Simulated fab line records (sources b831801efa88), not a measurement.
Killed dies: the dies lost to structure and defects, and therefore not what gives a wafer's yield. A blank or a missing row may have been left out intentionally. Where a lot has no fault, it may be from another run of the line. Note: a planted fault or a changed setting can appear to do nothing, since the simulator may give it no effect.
What tool caused it? | flow sky130 | 20 wafers sampled from 7 lots at 1 step of a route of 708

## WHAT THE GAUGES SHOWED, per wafer
SKY_FIELD_ISO_THK_MEAS_04.
lot  | measured    | on            | FIELD_ISO_CVD_03_THK (nm)
L101 | day 2 00:22 | film-metro-02 | 164.8 165.3 164.5
L103 | day 2 10:41 | film-metro-01 | 166.4 165.5 166.0
L105 | day 2 21:07 | film-metro-04 | 164.0 165.2 163.2
L109 | day 3 16:22 | film-metro-04 | 164.5 165.0 165.3
L111 | day 4 01:38 | film-metro-02 | 165.9 165.0 166.0
L113 | day 4 13:13 | film-metro-01 | 166.1 165.9 166.3
L120 | day 5 23:39 | film-metro-04 | 163.1 163.6

## TOOL THAT RAN EACH LOT (tool first, then ch and the chambers of the sampled wafers, then the start)
No process step before these readings appears in the record.

## THE ANSWER, worked out from the rows above alone
Rule: the usual values come from the lots themselves. The widest of any qualifying gaps counts: lots, ordered by their means at a reading, are off when they make up no more than a third of the lots, leave a main group of 4 or more, and stand apart from it by 3 or more times the standard deviation of that group's means. Not used: any main group whose means are identical at the precision the tables above print for the reading. Also off: a lot with no number at a reading for which 4 or more lots have one. The other lots that the step has rows for count as sound.
Nothing can be told from this: no lot is off at any reading shown.

## WHAT HAD BEEN PUT IN BY THE SIMULATOR
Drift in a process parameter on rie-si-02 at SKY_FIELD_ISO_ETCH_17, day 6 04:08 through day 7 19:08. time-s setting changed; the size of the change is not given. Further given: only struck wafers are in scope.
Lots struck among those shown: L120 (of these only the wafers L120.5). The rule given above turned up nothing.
